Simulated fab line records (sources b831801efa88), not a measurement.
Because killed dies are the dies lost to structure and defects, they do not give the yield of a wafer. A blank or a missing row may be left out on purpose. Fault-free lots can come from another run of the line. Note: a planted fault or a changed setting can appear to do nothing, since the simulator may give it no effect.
fab line records	flow sky130	part 2 of 2: steps 33 to 33 of 33
record lots=6	wafers=18	lastDay=50
route steps=708 shown LOCAL_INTERCONNECT@394 CONTACT@406 PAD_OPEN@708
lots that met no fault: from a run of the same line without faults
startH: hours from the record's first day to the start of the lot's first wafer shown	waitH: hours from the lot's prior step to this one	" repeats the value in the row above	L1.1+2: a single row standing in for several wafers	- no value, or no start given	* or withheld: withheld	< > ~ a bound
route shown NAME@n: NAME is a module with steps in the file, n the number in the route of the first one	usual: mean and standard deviation over wafers with no fault	same: alike in all rows	chamber/n: place in a boat	sites: per-site readings	_std_site: the standard deviation of these	_edge_site: inner sites' mean taken away from outer sites' mean	radiusMm: how far each site lies from the wafer's centre	mask NAME#n: copy n	behind: the last tool/chamber to shape the wafer	hold: why the lot was held/for how many hours/how that ended	device: transistor that didn't switch, given as n, p or np	end of line: tests of these same wafers at the route's end	a step with no rows: only its recipe	killed: at the first sort, the dies lost to defects and structure; wafer yield is something else	map: a wafer's dies, marking killed ones x, the rest . and places with no die _
set.NAME: setting as actually run; set.NAME@STEP: the setting as run at that earlier step	model.NAME: the simulator's own value behind a step, which no gauge read
lots at some steps of the route; a table a step, a row a wafer
services: when a tool's chamber went out of use (startH, in hours from the record's first day, below 0 if earlier), for how many hours, and the reason
## steps
# step SKY_PAD_OPEN_PROBE_99
# usual killed_at_M0_to_M3=44/6	killed_at_M4_up=3.3/2.1	killedAtContacts=25/5.5	killedAtFrontEnd=15/4.3	killedAtOther=0.2/0.41	killedDies=88/9.1	killedOnRim=17/4	killedOpen=48/6.6	killedShort=39/6.7
# same grossDies=492	killedAtBackSide=0
lot.wafer	tool	chamber	startH	waitH	killed_at_M0_to_M3	killed_at_M4_up	killedAtContacts	killedAtFrontEnd	killedAtOther	killedDies	killedOnRim	killedOpen	killedShort
L350.2	prober-02	-	1081.49	0.1	42	0	30	14	0	86	16	47	39
L350.3	prober-02	-	1081.54	0.2	35	1	29	6	1	72	15	40	32
L350.4	prober-02	-	1081.59	0.2	54	4	22	16	0	96	18	54	42
L354.2	prober-01	-	1128.27	0.1	45	3	25	22	0	95	17	55	39
L354.4	prober-01	-	1128.37	0.2	38	8	18	20	0	84	12	43	41
L354.6	prober-01	-	1128.47	0.2	38	5	32	13	0	88	20	52	36
L355.3	prober-01	-	1135.98	0.2	36	0	446	10	0	492	96	35	32
L355.5	prober-01	-	1136.08	0.2	48	4	422	18	0	492	96	45	43
L355.6	prober-01	-	1136.13	0.2	51	3	430	8	0	492	96	40	42
L360.2	prober-02	-	1153.37	0.1	52	1	427	12	0	492	96	51	39
L360.4	prober-02	-	1153.47	0.2	43	4	428	17	0	492	96	47	34
L360.6	prober-02	-	1153.57	0.2	52	3	416	21	0	492	96	63	37
L364.3	prober-02	-	1171.73	0.2	39	0	23	4	0	66	14	41	25
L364.5	prober-02	-	1171.83	0.2	45	3	26	18	0	92	19	44	48
L364.6	prober-02	-	1171.88	0.2	50	5	29	15	1	100	19	52	48
L368.4	prober-02	-	1187.96	0.2	37	3	22	15	0	77	12	40	37
L368.5	prober-02	-	1188.01	0.2	54	1	38	14	0	107	20	69	38
L368.6	prober-02	-	1188.06	0.2	35	1	19	18	0	73	10	41	32
# killed by level:class
L350.2 VIA2:geometricParticle:open=10 VIA1:geometricParticle:open=10 CONTACT:geometricParticle:open=8 LI_CONTACT:geometricParticle:open=8 CONTACT:geometricParticle:short=7 METAL2:geometricParticle:short=5 FIELD_ISO:geometricParticle:short=4 POLY_GATE:geometricParticle:open=4
L350.3 CONTACT:geometricParticle:open=12 VIA1:geometricParticle:open=9 METAL1:geometricParticle:short=8 CONTACT:geometricParticle:short=7 LI_CONTACT:geometricParticle:open=6 VIA2:geometricParticle:open=5 VIA2:geometricParticle:short=4 LOCAL_INTERCONNECT:geometricParticle:short=3
L350.4 VIA2:geometricParticle:open=13 VIA1:geometricParticle:open=9 VIA3:geometricParticle:open=7 CONTACT:geometricParticle:open=7 LI_CONTACT:geometricParticle:open=6 METAL1:geometricParticle:short=6 VIA2:geometricParticle:short=6 FIELD_ISO:geometricParticle:short=5
L354.2 CONTACT:geometricParticle:open=11 VIA1:geometricParticle:open=11 METAL1:geometricParticle:short=7 VIA2:geometricParticle:open=7 POLY_GATE:geometricParticle:open=6 LI_CONTACT:geometricParticle:open=6 VIA3:geometricParticle:open=6 POLY_GATE:geometricParticle:short=5
L354.4 VIA1:geometricParticle:open=9 METAL2:geometricParticle:short=8 LI_CONTACT:geometricParticle:open=7 VIA2:geometricParticle:open=7 FIELD_ISO:geometricParticle:short=6 CONTACT:geometricParticle:open=6 FIELD_ISO:geometricParticle:open=5 LOCAL_INTERCONNECT:geometricParticle:short=5
L354.6 LI_CONTACT:geometricParticle:open=12 CONTACT:geometricParticle:open=11 VIA1:geometricParticle:open=9 VIA2:geometricParticle:open=7 VIA3:geometricParticle:open=6 LI_CONTACT:geometricParticle:short=5 FIELD_ISO:geometricParticle:short=4 METAL4:geometricParticle:short=4
L355.3 CONTACT:areaEtch=425 VIA1:geometricParticle:open=13 CONTACT:geometricParticle:short=9 VIA3:geometricParticle:short=6 CONTACT:geometricParticle:open=5 METAL2:geometricParticle:short=5 FIELD_ISO:geometricParticle:open=4 LI_CONTACT:geometricParticle:open=4
L355.5 CONTACT:areaEtch=403 VIA1:geometricParticle:open=12 VIA1:geometricParticle:short=8 VIA3:geometricParticle:open=7 POLY_GATE:geometricParticle:short=6 CONTACT:geometricParticle:open=6 LI_CONTACT:geometricParticle:open=6 METAL1:geometricParticle:short=6
L355.6 CONTACT:areaEtch=410 METAL1:geometricParticle:short=12 VIA2:geometricParticle:open=9 CONTACT:geometricParticle:short=8 CONTACT:geometricParticle:open=7 VIA1:geometricParticle:open=7 FIELD_ISO:geometricParticle:open=4 VIA2:geometricParticle:short=4
L360.2 CONTACT:areaEtch=402 VIA1:geometricParticle:open=10 VIA3:geometricParticle:open=9 METAL1:geometricParticle:short=9 VIA1:geometricParticle:short=8 VIA2:geometricParticle:open=8 CONTACT:geometricParticle:open=7 LI_CONTACT:geometricParticle:open=6
L360.4 CONTACT:areaEtch=411 VIA1:geometricParticle:open=12 VIA3:geometricParticle:open=8 METAL1:geometricParticle:short=7 FIELD_ISO:geometricParticle:open=5 METAL2:geometricParticle:short=5 POLY_GATE:geometricParticle:open=5 LI_CONTACT:geometricParticle:open=5
L360.6 CONTACT:areaEtch=392 VIA1:geometricParticle:open=15 LI_CONTACT:geometricParticle:open=9 POLY_GATE:geometricParticle:open=8 VIA2:geometricParticle:open=8 VIA3:geometricParticle:open=8 CONTACT:geometricParticle:open=7 VIA1:geometricParticle:short=5
L364.3 VIA2:geometricParticle:open=11 LI_CONTACT:geometricParticle:open=10 CONTACT:geometricParticle:open=7 VIA1:geometricParticle:open=7 VIA2:geometricParticle:short=6 METAL1:geometricParticle:short=4 LOCAL_INTERCONNECT:geometricParticle:short=3 VIA3:geometricParticle:short=3
L364.5 VIA1:geometricParticle:open=11 METAL1:geometricParticle:short=8 FIELD_ISO:geometricParticle:short=7 LOCAL_INTERCONNECT:geometricParticle:short=6 VIA2:geometricParticle:open=6 CONTACT:geometricParticle:open=6 VIA1:geometricParticle:short=6 LI_CONTACT:geometricParticle:open=5
L364.6 CONTACT:geometricParticle:open=10 LI_CONTACT:geometricParticle:open=9 VIA1:geometricParticle:short=8 VIA3:geometricParticle:open=7 VIA2:geometricParticle:open=7 METAL1:geometricParticle:short=6 FIELD_ISO:geometricParticle:short=5 FIELD_ISO:geometricParticle:open=5
L368.4 VIA1:geometricParticle:open=12 CONTACT:geometricParticle:open=8 FIELD_ISO:geometricParticle:open=5 LOCAL_INTERCONNECT:geometricParticle:short=5 VIA1:geometricParticle:short=5 FIELD_ISO:geometricParticle:short=4 LI_CONTACT:geometricParticle:open=4 METAL2:geometricParticle:short=4
L368.5 LI_CONTACT:geometricParticle:open=14 CONTACT:geometricParticle:open=13 VIA2:geometricParticle:open=12 VIA1:geometricParticle:open=10 METAL2:geometricParticle:short=7 VIA3:geometricParticle:open=7 FIELD_ISO:geometricParticle:open=6 VIA2:geometricParticle:short=6
L368.6 VIA1:geometricParticle:open=12 VIA2:geometricParticle:open=7 POLY_GATE:geometricParticle:short=6 CONTACT:geometricParticle:open=6 LI_CONTACT:geometricParticle:open=5 CONTACT:geometricParticle:short=5 FIELD_ISO:geometricParticle:open=4 FIELD_ISO:geometricParticle:short=4
# map L355.3 (x killed, . not)
__________xxxxxxxxxx_________
________xxxxxxxxxxxxxx_______
______xxxxxxxxxxxxxxxxxx_____
_____xxxxxxxxxxxxxxxxxxxx____
____xxxxxxxxxxxxxxxxxxxxxx___
___xxxxxxxxxxxxxxxxxxxxxxxx__
__xxxxxxxxxxxxxxxxxxxxxxxxxx_
_xxxxxxxxxxxxxxxxxxxxxxxxxxxx
_xxxxxxxxxxxxxxxxxxxxxxxxxxxx
_xxxxxxxxxxxxxxxxxxxxxxxxxxxx
_xxxxxxxxxxxxxxxxxxxxxxxxxxxx
_xxxxxxxxxxxxxxxxxxxxxxxxxxxx
_xxxxxxxxxxxxxxxxxxxxxxxxxxxx
_xxxxxxxxxxxxxxxxxxxxxxxxxxxx
_xxxxxxxxxxxxxxxxxxxxxxxxxxxx
__xxxxxxxxxxxxxxxxxxxxxxxxxx_
___xxxxxxxxxxxxxxxxxxxxxxxx__
____xxxxxxxxxxxxxxxxxxxxxx___
_____xxxxxxxxxxxxxxxxxxxx____
______xxxxxxxxxxxxxxxxxx_____
________xxxxxxxxxxxxxx_______
__________xxxxxxxxxx_________
# map L360.2 (x killed, . not)
__________xxxxxxxxxx_________
________xxxxxxxxxxxxxx_______
______xxxxxxxxxxxxxxxxxx_____
_____xxxxxxxxxxxxxxxxxxxx____
____xxxxxxxxxxxxxxxxxxxxxx___
___xxxxxxxxxxxxxxxxxxxxxxxx__
__xxxxxxxxxxxxxxxxxxxxxxxxxx_
_xxxxxxxxxxxxxxxxxxxxxxxxxxxx
_xxxxxxxxxxxxxxxxxxxxxxxxxxxx
_xxxxxxxxxxxxxxxxxxxxxxxxxxxx
_xxxxxxxxxxxxxxxxxxxxxxxxxxxx
_xxxxxxxxxxxxxxxxxxxxxxxxxxxx
_xxxxxxxxxxxxxxxxxxxxxxxxxxxx
_xxxxxxxxxxxxxxxxxxxxxxxxxxxx
_xxxxxxxxxxxxxxxxxxxxxxxxxxxx
__xxxxxxxxxxxxxxxxxxxxxxxxxx_
___xxxxxxxxxxxxxxxxxxxxxxxx__
____xxxxxxxxxxxxxxxxxxxxxx___
_____xxxxxxxxxxxxxxxxxxxx____
______xxxxxxxxxxxxxxxxxx_____
________xxxxxxxxxxxxxx_______
__________xxxxxxxxxx_________
## services
tool	chamber	startH	hours	kind
pecvd-03	-	720.85	5.5	pm
rieDiel-01	2	721.83	3.8	repair
pecvd-03	-	726.31	6.0	pm
pecvd-04	2	730.78	10.2	repair
plasmaAsher-03	-	740.91	4.3	pm
pecvd-04	-	742.95	1.5	repair
cmp-02	-	744.00	4.0	pm
plasmaAsher-02	-	751.96	3.3	repair
pecvd-03	2	753.81	6.2	repair
rieMetal-04	-	755.96	0.3	repair
pecvd-04	-	759.86	3.4	repair
pecvd-01	-	761.62	0.4	repair
cmp-01	-	764.10	0.4	repair
cmp-02	-	771.41	3.8	repair
rieMetal-04	-	773.53	0.4	repair
plasmaAsher-03	-	790.82	15.6	pm
cmp-01	-	830.80	5.8	pm
rieMetal-03	-	836.44	1.1	repair
plasmaAsher-04	-	839.63	1.2	repair
cmp-02	-	855.98	0.7	repair
pecvd-01	-	861.92	2.8	pm
cmp-01	-	862.67	0.3	repair
rieDiel-04	0	870.78	6.5	repair
rieDiel-04	3	886.05	5.5	repair
## key
firstSign step=SKY_CONTACT_THK_MEAS_01	reading=CONTACT_CVD_00_THK	direction=up	sigmas=38	usual=75.0	struck=110.1
effect step=SKY_CONTACT_ETCH_18	reading=oesProductAu	direction=up	sigmas=18	usual=0.855	struck=1.002
effect step=SKY_PAD_OPEN_PROBE_99	reading=killedAtContacts	direction=up	sigmas=73	usual=25	struck=428
modelEffect step=SKY_CONTACT_CVD_00	value=Si3N4_of_CONTACT_CVD_00.thkNm	without=75.35	struck=110.1
modelEffect step=SKY_CONTACT_ETCH_18	value=etch.depthNm	without=75.35	struck=97.92
moreKillsBornAt SKY_CONTACT_ETCH_18@rieDiel-01=2443
metAt SKY_CONTACT_CVD_00
struckWafers L355.3,L355.5,L355.6,L360.2,L360.4,L360.6
laterRowsLeftOut L355.3,L355.5,L355.6,L360.2,L360.4,L360.6
testerLeftOut L355,L360
onsetBetween 769.61 789.95
fault kind=processParameterDrift	tool=pecvd-04	chamber=-	onsetH=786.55	steps=SKY_CONTACT_CVD_00	channel=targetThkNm	offset=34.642	shape=step	endH=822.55	actsIn=theseRecipesOnly	stated=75
# testerLeftOut: of these lots the tester's yield and bins aren't shown, on N5 and GAA mostly nor the transistor test; their killed dies are dies lost to structure and defects alone, not to doping, threshold or leakage, so they don't give the yield
# laterRowsLeftOut: the simulator's readings of these wafers behind a module that went badly wrong aren't trusted and aren't shown, but for the sort
